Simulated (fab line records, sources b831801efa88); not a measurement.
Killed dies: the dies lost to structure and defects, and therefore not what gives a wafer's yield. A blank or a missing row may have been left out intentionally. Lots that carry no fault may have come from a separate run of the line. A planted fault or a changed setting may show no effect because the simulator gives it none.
Check for tools in common + flow gf180mcu + 11 lots, 36 wafers sampled

WHY THIS WAS OPENED
1 of 11 lots carry a flag on the reading VT_IMPLANT_TW at GF_VT_IMPLANT_TW_MEAS_10. Wafers without a fault read 562.1, standard deviation 2.5.
Rule: flag the lot when none of its wafers has a number, or when each of its wafers that has one lies beyond 4 standard deviations from that mean. As for the other lots, they are considered sound.

| lot  | measured     | on            | VT_IMPLANT_TW, wafer by wafer | flag    |
|------|--------------|---------------|-------------------------------|---------|
| L773 | day 5 23:46  | film metro-03 | 559.4 560.6 561.8             |         |
| L782 | day 8 09:25  | film metro-04 | 30.0 30.0 30.2 29.9 30.0 30.0 | FLAGGED |
| L785 | day 9 03:56  | film metro-04 | 560.2 563.7 562.8             |         |
| L786 | day 9 09:28  | film metro-01 | 565.0 564.0 562.8             |         |
| L787 | day 9 16:55  | film metro-04 | 563.4 559.9 556.4             |         |
| L788 | day 9 23:38  | film metro-01 | 564.2 566.7 566.8             |         |
| L789 | day 10 03:01 | film metro-01 | 564.1 562.6 561.3             |         |
| L791 | day 10 18:44 | film metro-03 | 560.8 560.1 564.4             |         |
| L792 | day 10 19:44 | film metro-01 | 561.3 559.9 562.7             |         |
| L794 | day 11 07:28 | film metro-01 | 558.8 559.9 558.4             |         |
| L795 | day 11 14:58 | film metro-01 | 559.1 560.1 560.1             |         |
The numbers of the flagged lots are 30.0 on average: -532.1 against the usual, or -99 or more standard deviations.

WHICH TOOL EACH LOT WENT THROUGH
The record holds 1 process step before the reading, out of a route of 602 steps. Cell contents, in order: the tool; ch with the chambers the sampled wafers went through; the start.
| lot  | flag    | GF_VT_IMPLANT_EXPOSE_04             |
|------|---------|-------------------------------------|
| L773 |         | iline stepper-01 ch 0, day 5 16:04  |
| L782 | FLAGGED | iline stepper-01 ch 0, day 8 00:53  |
| L785 |         | iline stepper-02 ch 0, day 8 19:17  |
| L786 |         | iline stepper-02 ch 0, day 9 00:28  |
| L787 |         | iline stepper-01 ch 0, day 9 07:28  |
| L788 |         | iline stepper-01 ch 0, day 9 15:41  |
| L789 |         | iline stepper-01 ch 0, day 9 19:10  |
| L791 |         | iline stepper-02 ch 0, day 10 08:37 |
| L792 |         | iline stepper-01 ch 0, day 10 10:47 |
| L794 |         | iline stepper-01 ch 0, day 10 21:36 |
| L795 |         | iline stepper-01 ch 0, day 11 05:19 |
These steps, and what they do:
- GF_VT_IMPLANT_EXPOSE_04: exposes mask LVPWELL LV AREA, target cd 600 nm.
- GF_VT_IMPLANT_TW_MEAS_10

FLAGGED OVER TOTAL, TOOL BY TOOL (the gauges that took the reading come last)
| step                     | tool             | lots run | flagged | share of the flagged lots | sound lots run after its first flagged lot |
|--------------------------|------------------|----------|---------|---------------------------|--------------------------------------------|
| GF_VT_IMPLANT_EXPOSE_04  | iline stepper-01 | 8        | 1       | all                       | 6 (L787,L788,L789,L792,L794,L795)          |
| GF_VT_IMPLANT_EXPOSE_04  | iline stepper-02 | 3        | 0       | none                      | -                                          |
| GF_VT_IMPLANT_TW_MEAS_10 | film metro-01    | 6        | 0       | none                      | -                                          |
| GF_VT_IMPLANT_TW_MEAS_10 | film metro-03    | 2        | 0       | none                      | -                                          |
| GF_VT_IMPLANT_TW_MEAS_10 | film metro-04    | 3        | 1       | all                       | 2 (L785,L787)                              |

WHAT IS ALLOWED BY THE TABLE
Every flagged lot went through 2 rows of the table: iline stepper-01 at GF_VT_IMPLANT_EXPOSE_04 and film metro-04 at GF_VT_IMPLANT_TW_MEAS_10.
- iline stepper-01 at GF_VT_IMPLANT_EXPOSE_04: 1 of its 8 lots flagged. After the first flagged lot (L787, L788, L789, L792, L794, L795), sound lots still ran on it; a lasting fault on the whole tool would not permit that.
- film metro-04 at GF_VT_IMPLANT_TW_MEAS_10: 1 of its 3 lots flagged. After the first flagged lot (L785, L787), sound lots still ran on it; a lasting fault on the whole tool would not permit that.
None of the table's rows ran every flagged lot and, after the first, no sound lot.

WHAT THE SIMULATOR HAD PUT IN
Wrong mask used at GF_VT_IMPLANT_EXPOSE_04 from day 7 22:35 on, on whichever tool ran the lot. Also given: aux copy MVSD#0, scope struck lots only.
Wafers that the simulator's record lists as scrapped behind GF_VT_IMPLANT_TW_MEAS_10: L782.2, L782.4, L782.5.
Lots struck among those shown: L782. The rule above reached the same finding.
